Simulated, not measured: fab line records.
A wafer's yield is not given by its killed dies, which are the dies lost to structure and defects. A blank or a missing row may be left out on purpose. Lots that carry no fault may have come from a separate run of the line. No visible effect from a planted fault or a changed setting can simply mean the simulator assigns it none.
fab line records + flow gf180mcu
[record]
- lots = 14
- wafers = 42
- last_day = 34
route steps=602 shown V4@481
lots untouched by any fault: they come from a run of this same line in which no faults occurred
start_h: hours from the record's first day to the start of the lot's first wafer shown + wait_h: how many hours have passed since the lot's step before this one + " unchanged from the row above + L1.1+2: several wafers, shown together as one row + - value missing, or start not given + * or withheld: withheld + < > ~ a bound
route shown NAME@n: names a module that has steps shown in the file, with the first one's number in the route + usual: average and standard deviation across the fault-free wafers + same: alike in all rows + chamber/n: place in a boat + sites: readings site by site + _std_site: how widely they spread, as a standard deviation + _edge_site: outer sites' mean less inner sites' + radius_mm: for every site, how far away it sits from the centre of the wafer + mask NAME#n: copy n + behind: the last tool/chamber to shape the wafer + hold: why the lot was held/for how many hours/how that ended + device: transistor that didn't switch, given as n, p or np + end of line: the same wafers' tests at the end of the route + a step without rows: its recipe alone + killed: at the first sort, the dies lost to defects and structure; wafer yield is something else + map: shows each die of a wafer: x if killed, . if not, _ if none is there
set.NAME: the setting that was run; set.NAME@STEP: the one run at that earlier step + model.NAME: the simulator's own value behind a step, which no gauge read
the route's steps for a sample of lots (tables are steps, rows are wafers)
services: a tool's chamber out of use, with start hour (start_h, from the record's first day; less than 0 if before it), hours out, and reason
[[steps]]
[step GF_V4_BOW_MEAS_05]
[recipe]
- mode = bow
[usual]
- V4_BOW = 133/8.7
| lot.wafer | tool          | chamber | start_h | wait_h | V4_BOW[um] |
|-----------|---------------|---------|---------|--------|------------|
| L130.3    | film_metro-02 | -       | 544.14  | 0.2    | 123        |
| L130.5    | "             | -       | "       | "      | 127        |
| L130.6    | "             | -       | "       | "      | 137        |
| L131.2    | film_metro-02 | -       | 547.67  | 0.3    | 136        |
| L131.3    | "             | -       | "       | "      | 127        |
| L131.5    | "             | -       | "       | "      | 131        |
| L132.4    | film_metro-04 | -       | 564.05  | 0.3    | 138        |
| L132.5    | "             | -       | "       | "      | 136        |
| L132.6    | "             | -       | "       | "      | 141        |
| L133.3    | film_metro-02 | -       | 567.57  | 0.3    | 131        |
| L133.5    | "             | -       | "       | "      | 128        |
| L133.6    | "             | -       | "       | "      | 123        |
| L134.1    | film_metro-02 | -       | 575.53  | 0.1    | 145        |
| L134.5    | "             | -       | "       | "      | 123        |
| L134.6    | "             | -       | "       | "      | 136        |
| L136.1    | film_metro-03 | -       | 594.43  | 0.2    | 137        |
| L136.2    | "             | -       | "       | "      | 138        |
| L136.3    | "             | -       | "       | "      | 148        |
| L137.2    | film_metro-02 | -       | 604.74  | 0.2    | 125        |
| L137.4    | "             | -       | "       | "      | 138        |
| L137.6    | "             | -       | "       | "      | 141        |
| L138.3    | film_metro-04 | -       | 611.06  | 0.2    | 135        |
| L138.4    | "             | -       | "       | "      | 145        |
| L138.5    | "             | -       | "       | "      | 139        |
| L140.1    | film_metro-02 | -       | 627.00  | 0.1    | 144        |
| L140.2    | "             | -       | "       | "      | 131        |
| L140.4    | "             | -       | "       | "      | 133        |
| L142.1    | film_metro-02 | -       | 641.56  | 0.1    | 125        |
| L142.2    | "             | -       | "       | "      | 126        |
| L142.6    | "             | -       | "       | "      | 123        |
| L143.1    | film_metro-04 | -       | 647.44  | 0.2    | 142        |
| L143.3    | "             | -       | "       | "      | 132        |
| L143.4    | "             | -       | "       | "      | 151        |
| L144.2    | film_metro-04 | -       | 654.47  | 0.2    | 133        |
| L144.3    | "             | -       | "       | "      | 120        |
| L144.5    | "             | -       | "       | "      | 128        |
| L152.1    | film_metro-03 | -       | 709.54  | 0.1    | 141        |
| L152.3    | "             | -       | "       | "      | 153        |
| L152.5    | "             | -       | "       | "      | 150        |
| L153.3    | film_metro-03 | -       | 713.12  | 0.2    | 144        |
| L153.5    | "             | -       | "       | "      | 151        |
| L153.6    | "             | -       | "       | "      | 143        |
[step GF_V4_PEB_12]
[recipe]
- peb_temp_c = 135
- peb_time_s = 90
- resist = KrF
[usual]
- chill_plate_temp_C = 23.01/0.1
- exhaust_pa = 45.1/0.78
| lot.wafer | tool           | chamber | start_h | wait_h | chill_plate_temp_C | exhaust_pa |
|-----------|----------------|---------|---------|--------|--------------------|------------|
| L130.3    | litho_track-01 | 0       | 565.83  | -      | 22.95              | 44.2       |
| L130.5    | "              | 0       | "       | "      | 22.87              | 45.0       |
| L130.6    | "              | 0       | "       | "      | 22.94              | 45.2       |
| L131.2    | litho_track-01 | 0       | 569.55  | -      | 22.99              | 46.5       |
| L131.3    | "              | 0       | "       | "      | 22.88              | 45.9       |
| L131.5    | "              | 0       | "       | "      | 23.00              | 46.4       |
| L132.4    | litho_track-02 | 0       | 585.38  | -      | 23.23              | 45.8       |
| L132.5    | "              | 0       | "       | "      | 23.09              | 44.5       |
| L132.6    | "              | 0       | "       | "      | 23.09              | 45.4       |
| L133.3    | litho_track-01 | 0       | 588.43  | -      | 22.91              | 44.8       |
| L133.5    | "              | 0       | "       | "      | 22.97              | 46.7       |
| L133.6    | "              | 0       | "       | "      | 23.11              | 46.0       |
| L134.1    | litho_track-02 | 0       | 596.68  | -      | 23.16              | 46.2       |
| L134.5    | "              | 0       | "       | "      | 23.12              | 44.9       |
| L134.6    | "              | 0       | "       | "      | 23.18              | 45.1       |
| L136.1    | litho_track-02 | 0       | 614.83  | -      | 22.88              | 44.5       |
| L136.2    | "              | 0       | "       | "      | 22.99              | 44.3       |
| L136.3    | "              | 0       | "       | "      | 23.05              | 46.1       |
| L137.2    | litho_track-02 | 0       | 624.37  | -      | 23.05              | 44.3       |
| L137.4    | "              | 0       | "       | "      | 23.01              | 44.3       |
| L137.6    | "              | 0       | "       | "      | 23.06              | 43.3       |
| L138.3    | litho_track-03 | 0       | 631.18  | -      | 23.05              | 43.7       |
| L138.4    | "              | 0       | "       | "      | 22.89              | 43.8       |
| L138.5    | "              | 0       | "       | "      | 22.85              | 44.2       |
| L140.1    | litho_track-02 | 0       | 646.68  | -      | 22.85              | 44.1       |
| L140.2    | "              | 0       | "       | "      | 22.92              | 44.3       |
| L140.4    | "              | 0       | "       | "      | 22.88              | 44.4       |
| L142.1    | litho_track-01 | -       | 660.96  | -      | -                  | -          |
| L142.2    | "              | -       | "       | "      | -                  | -          |
| L142.6    | "              | -       | "       | "      | -                  | -          |
| L143.1    | litho_track-02 | -       | 666.98  | -      | -                  | -          |
| L143.3    | "              | -       | "       | "      | -                  | -          |
| L143.4    | "              | -       | "       | "      | -                  | -          |
| L144.2    | litho_track-01 | 0       | 673.70  | -      | 22.89              | 44.1       |
| L144.3    | "              | 0       | "       | "      | 22.94              | 44.0       |
| L144.5    | "              | 0       | "       | "      | 23.07              | 45.6       |
| L152.1    | litho_track-02 | 0       | 727.58  | -      | 22.91              | 45.4       |
| L152.3    | "              | 0       | "       | "      | 22.97              | 45.6       |
| L152.5    | "              | 0       | "       | "      | 23.02              | 44.5       |
| L153.3    | litho_track-02 | 0       | 730.55  | -      | 23.05              | 45.3       |
| L153.5    | "              | 0       | "       | "      | 22.94              | 45.3       |
| L153.6    | "              | 0       | "       | "      | 23.05              | 44.3       |
[step GF_V4_ETCH_16]
[recipe]
- chemistry = N2/H2
- target_depth_a = withheld
- overetch_a = withheld
- time_s = withheld
- target = BARC
- ion_energy_ev = 200
- source_w = 500
- bias_w = 100
- pressure_mtorr = 30
- n2_flow_sccm = 100
- h2_flow_sccm = 200
[usual]
- drypump_motor_current_A = 5.8/0.45
- oes_product_au = 0.855/0.0049
- throttle_valve_pct = 13.223/0.009
| lot.wafer | tool        | chamber | start_h | wait_h | drypump_motor_current_A | oes_product_au | throttle_valve_pct |
|-----------|-------------|---------|---------|--------|-------------------------|----------------|--------------------|
| L130.3    | rie_diel-01 | 0       | 566.27  | 0.0    | 5.8                     | 0.856          | 13.222             |
| L130.5    | "           | 3       | "       | "      | 5.4                     | 0.855          | 13.218             |
| L130.6    | "           | 0       | "       | "      | 5.8                     | 0.848          | 13.246             |
| L131.2    | rie_diel-03 | 1       | 570.02  | 0.0    | 6.2                     | 0.855          | 13.224             |
| L131.3    | "           | 2       | "       | "      | 5.5                     | 0.857          | 13.219             |
| L131.5    | "           | 1       | "       | "      | 6.3                     | 0.858          | 13.217             |
| L132.4    | rie_diel-01 | 3       | 585.81  | 0.0    | 5.4                     | 0.853          | 13.209             |
| L132.5    | "           | 2       | "       | "      | 5.1                     | 0.857          | 13.231             |
| L132.6    | "           | 0       | "       | "      | 5.8                     | 0.848          | 13.227             |
| L133.3    | rie_diel-02 | 2       | 588.87  | 0.0    | 5.7                     | 0.858          | 13.220             |
| L133.5    | "           | 0       | "       | "      | 6.1                     | 0.854          | 13.213             |
| L133.6    | "           | 1       | "       | "      | 6.3                     | 0.850          | 13.231             |
| L134.1    | rie_diel-03 | 3       | 597.19  | 0.0    | 6.6                     | 0.852          | 13.209             |
| L134.5    | "           | 3       | "       | "      | 6.6                     | 0.857          | 13.221             |
| L134.6    | "           | 1       | "       | "      | 6.2                     | 0.854          | 13.214             |
| L136.1    | rie_diel-01 | 2       | 615.34  | 0.0    | 5.1                     | 0.851          | 13.237             |
| L136.2    | "           | 0       | "       | "      | 5.8                     | 0.852          | 13.222             |
| L136.3    | "           | 1       | "       | "      | 6.1                     | 0.858          | 13.217             |
| L137.2    | rie_diel-02 | 0       | 624.84  | 0.0    | 6.0                     | 0.856          | 13.230             |
| L137.4    | "           | 1       | "       | "      | 6.3                     | 0.850          | 13.229             |
| L137.6    | "           | 2       | "       | "      | 5.7                     | 0.849          | 13.235             |
| L138.3    | rie_diel-02 | 0       | 631.62  | 0.0    | 6.1                     | 0.853          | 13.224             |
| L138.4    | "           | 0       | "       | "      | 6.1                     | 0.846          | 13.227             |
| L138.5    | "           | 2       | "       | "      | 5.6                     | 0.847          | 13.211             |
| L140.1    | rie_diel-02 | 1       | 647.19  | 0.0    | 6.3                     | 0.855          | 13.229             |
| L140.2    | "           | 3       | "       | "      | 5.3                     | 0.857          | 13.223             |
| L140.4    | "           | 0       | "       | "      | 6.1                     | 0.860          | 13.221             |
| L142.1    | rie_diel-02 | 3       | 661.47  | 0.0    | 5.3                     | 0.859          | 13.239             |
| L142.2    | "           | 0       | "       | "      | 6.0                     | 0.857          | 13.231             |
| L142.6    | "           | 1       | "       | "      | 6.3                     | 0.857          | 13.221             |
| L143.1    | rie_diel-03 | 3       | 667.49  | 0.0    | 6.6                     | 0.851          | 13.238             |
| L143.3    | "           | 1       | "       | "      | 6.3                     | 0.852          | 13.227             |
| L143.4    | "           | 1       | "       | "      | 6.2                     | 0.854          | 13.219             |
| L144.2    | rie_diel-01 | 1       | 674.17  | 0.0    | 6.1                     | 0.855          | 13.228             |
| L144.3    | "           | 2       | "       | "      | 5.1                     | 0.850          | 13.240             |
| L144.5    | "           | 1       | "       | "      | 6.1                     | 0.856          | 13.229             |
| L152.1    | rie_diel-01 | 0       | 728.09  | 0.0    | 5.7                     | 0.860          | 13.225             |
| L152.3    | "           | 1       | "       | "      | 6.1                     | 0.853          | 13.210             |
| L152.5    | "           | 0       | "       | "      | 5.8                     | 0.851          | 13.211             |
| L153.3    | rie_diel-01 | 0       | 730.99  | 0.0    | 5.8                     | 0.856          | 13.220             |
| L153.5    | "           | 1       | "       | "      | 6.1                     | 0.858          | 13.223             |
| L153.6    | "           | 2       | "       | "      | 5.1                     | 0.853          | 13.222             |
[step GF_V4_STRIP_18]
[recipe]
- chemistry = O2/N2
- power_w = 1400
- pressure_mtorr = 1500
- platen_temp_c = 250
- o2_flow_sccm = 3000
- n2_flow_sccm = 300
- overash_fraction = 0.5
[usual]
- drypump_motor_current_A = 5.5/0.41
- heater_power_w = 323/29
- o2_flow_sccm = 2999/9.1
- oes_product_au = 0.594/0.0048
[same]
- overash_fraction = 0.5
| lot.wafer | tool            | chamber | start_h | wait_h | drypump_motor_current_A | heater_power_w | o2_flow_sccm | oes_product_au | rf_hours_counter_h |
|-----------|-----------------|---------|---------|--------|-------------------------|----------------|--------------|----------------|--------------------|
| L130.3    | plasma_asher-02 | 1       | 566.43  | -      | 6.0                     | 350            | 3008         | 0.591          | -                  |
| L130.5    | "               | 0       | "       | "      | 4.9                     | 365            | 3000         | 0.594          | -                  |
| L130.6    | "               | 1       | "       | "      | 6.0                     | 342            | 3004         | 0.590          | -                  |
| L131.2    | plasma_asher-01 | 1       | 570.15  | -      | 5.6                     | 294            | 3003         | 0.599          | 46                 |
| L131.3    | "               | 1       | "       | "      | 5.6                     | 287            | 2994         | 0.593          | -                  |
| L131.5    | "               | 0       | "       | "      | 5.2                     | 332            | 3011         | 0.596          | -                  |
| L132.4    | plasma_asher-04 | 0       | 585.95  | -      | 5.8                     | 285            | 2986         | 0.595          | -                  |
| L132.5    | "               | 0       | "       | "      | 5.8                     | 282            | 2994         | 0.593          | -                  |
| L132.6    | "               | 1       | "       | "      | 5.1                     | 322            | 3000         | 0.595          | -                  |
| L133.3    | plasma_asher-04 | 0       | 589.03  | -      | 5.8                     | 281            | 3000         | 0.595          | -                  |
| L133.5    | "               | 0       | "       | "      | 5.8                     | 285            | 2991         | 0.604          | -                  |
| L133.6    | "               | 1       | "       | "      | 5.2                     | 316            | 3010         | 0.595          | -                  |
| L134.1    | plasma_asher-01 | 1       | 597.32  | -      | 5.6                     | 291            | 3004         | 0.596          | 47                 |
| L134.5    | "               | 0       | "       | "      | 5.2                     | 336            | 2998         | 0.598          | -                  |
| L134.6    | "               | 1       | "       | "      | 5.6                     | 286            | 2999         | 0.593          | -                  |
| L136.1    | plasma_asher-04 | 1       | 615.47  | -      | 5.1                     | 315            | 3005         | 0.580          | 85                 |
| L136.2    | "               | 0       | "       | "      | 5.8                     | 274            | 2981         | 0.600          | 85                 |
| L136.3    | "               | 0       | "       | "      | 5.8                     | 278            | 2991         | 0.592          | -                  |
| L137.2    | plasma_asher-02 | 0       | 624.97  | -      | 4.9                     | 359            | 2989         | 0.593          | 101                |
| L137.4    | "               | 0       | "       | "      | 4.9                     | 360            | 2988         | 0.601          | -                  |
| L137.6    | "               | 1       | "       | "      | 6.0                     | 343            | 3008         | 0.600          | -                  |
| L138.3    | plasma_asher-04 | 0       | 631.79  | -      | 5.8                     | 276            | 2993         | 0.594          | -                  |
| L138.4    | "               | 1       | "       | "      | 5.2                     | 320            | 3003         | 0.590          | -                  |
| L138.5    | "               | 1       | "       | "      | 5.1                     | 317            | 2995         | 0.589          | -                  |
| L140.1    | plasma_asher-02 | 0       | 647.32  | -      | 4.9                     | 364            | 3000         | 0.603          | 104                |
| L140.2    | "               | 1       | "       | "      | 6.0                     | 348            | 3005         | 0.594          | 104                |
| L140.4    | "               | 0       | "       | "      | 4.9                     | 356            | 3006         | 0.600          | -                  |
| L142.1    | plasma_asher-01 | 0       | 661.60  | -      | 5.2                     | 335            | 3004         | 0.591          | 54                 |
| L142.2    | "               | 1       | "       | "      | 5.6                     | 289            | 2983         | 0.598          | 54                 |
| L142.6    | "               | 1       | "       | "      | 5.6                     | 289            | 2995         | 0.596          | -                  |
| L143.1    | plasma_asher-02 | 1       | 667.62  | -      | 6.0                     | 341            | 2994         | 0.593          | 106                |
| L143.3    | "               | 1       | "       | "      | 6.0                     | 342            | 3001         | 0.599          | -                  |
| L143.4    | "               | 0       | "       | "      | 4.9                     | 356            | 2995         | 0.600          | -                  |
| L144.2    | plasma_asher-02 | 1       | 674.30  | -      | 6.0                     | 340            | 3008         | 0.595          | 107                |
| L144.3    | "               | 0       | "       | "      | 4.9                     | 371            | 2988         | 0.599          | -                  |
| L144.5    | "               | 0       | "       | "      | 4.9                     | 367            | 2994         | 0.596          | -                  |
| L152.1    | plasma_asher-01 | 1       | 728.22  | -      | 5.6                     | 295            | 2984         | 0.595          | 61                 |
| L152.3    | "               | 1       | "       | "      | 5.6                     | 289            | 3007         | 0.589          | -                  |
| L152.5    | "               | 1       | "       | "      | 5.6                     | 292            | 3001         | 0.594          | -                  |
| L153.3    | plasma_asher-02 | 0       | 731.15  | -      | 4.9                     | 368            | 2997         | 0.591          | -                  |
| L153.5    | "               | 1       | "       | "      | 6.0                     | 348            | 2991         | 0.598          | -                  |
| L153.6    | "               | 0       | "       | "      | 4.9                     | 347            | 2992         | 0.594          | -                  |
[[services]]
| tool            | chamber | start_h | hours | kind           |
|-----------------|---------|---------|-------|----------------|
| rie_diel-03     | 1       | 559.63  | 9.0   | repair         |
| rie_diel-01     | 1       | 564.07  | 4.9   | repair         |
| plasma_asher-04 | -       | 567.34  | 0.7   | repair         |
| plasma_asher-01 | -       | 582.39  | 14.6  | pm             |
| rie_diel-01     | 1       | 584.14  | 7.2   | repair         |
| rie_diel-03     | 2       | 589.05  | 20.6  | repair         |
| rie_diel-01     | 1       | 592.06  | 8.2   | repair         |
| rie_diel-01     | 2       | 599.99  | 3.5   | repair         |
| rie_diel-02     | 2       | 601.44  | 8.2   | repair         |
| plasma_asher-02 | -       | 614.49  | 2.8   | pm             |
| rie_diel-01     | 3       | 617.20  | -     | clean          |
| rie_diel-01     | 3       | 617.20  | 18.7  | scheduled_down |
| rie_diel-01     | 3       | 617.20  | 18.7  | vent_cycle     |
| rie_diel-01     | 0       | 635.92  | -     | clean          |
| rie_diel-01     | 0       | 635.92  | 12.5  | scheduled_down |
| rie_diel-01     | 0       | 635.92  | 12.5  | vent_cycle     |
| rie_diel-03     | 1       | 642.44  | 3.4   | repair         |
| rie_diel-03     | -       | 648.87  | 0.5   | repair         |
| rie_diel-02     | 0       | 649.50  | 7.2   | repair         |
| rie_diel-02     | 3       | 651.55  | 3.9   | repair         |
| rie_diel-03     | 1       | 660.25  | 2.5   | repair         |
| rie_diel-03     | 0       | 662.68  | 9.8   | repair         |
| rie_diel-01     | 0       | 664.59  | 20.0  | repair         |
| plasma_asher-01 | -       | 706.40  | 0.3   | repair         |
[[key]]
[first_sign]
- step = GF_V4_PEB_12
- reading = tool_record
- direction = missing
effect none on later readings
met_at GF_V4_PEB_12
struck_lots L142,L143
later_rows_left_out L142.1,L142.2,L142.6,L143.1,L143.3,L143.4
sort_left_out L142.1,L142.2,L142.6,L143.1,L143.3,L143.4
not_acting_at GF_V4_BOW_MEAS_05,GF_V4_ETCH_16,GF_V4_STRIP_18
onset_between 646.68 660.96
[fault]
- kind = skipped_step_whole
- tool = litho_track-01,litho_track-02
- chamber = -
- onset_h = 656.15
- steps = GF_V4_PEB_12
- scope = struck_lots_only
// sort_left_out: the simulated sort isn't trusted on such a fault, so these wafers' sort isn't shown, and their yield isn't known
// later_rows_left_out: the simulator's readings of these wafers behind a module that went badly wrong aren't trusted and aren't shown, but for the sort
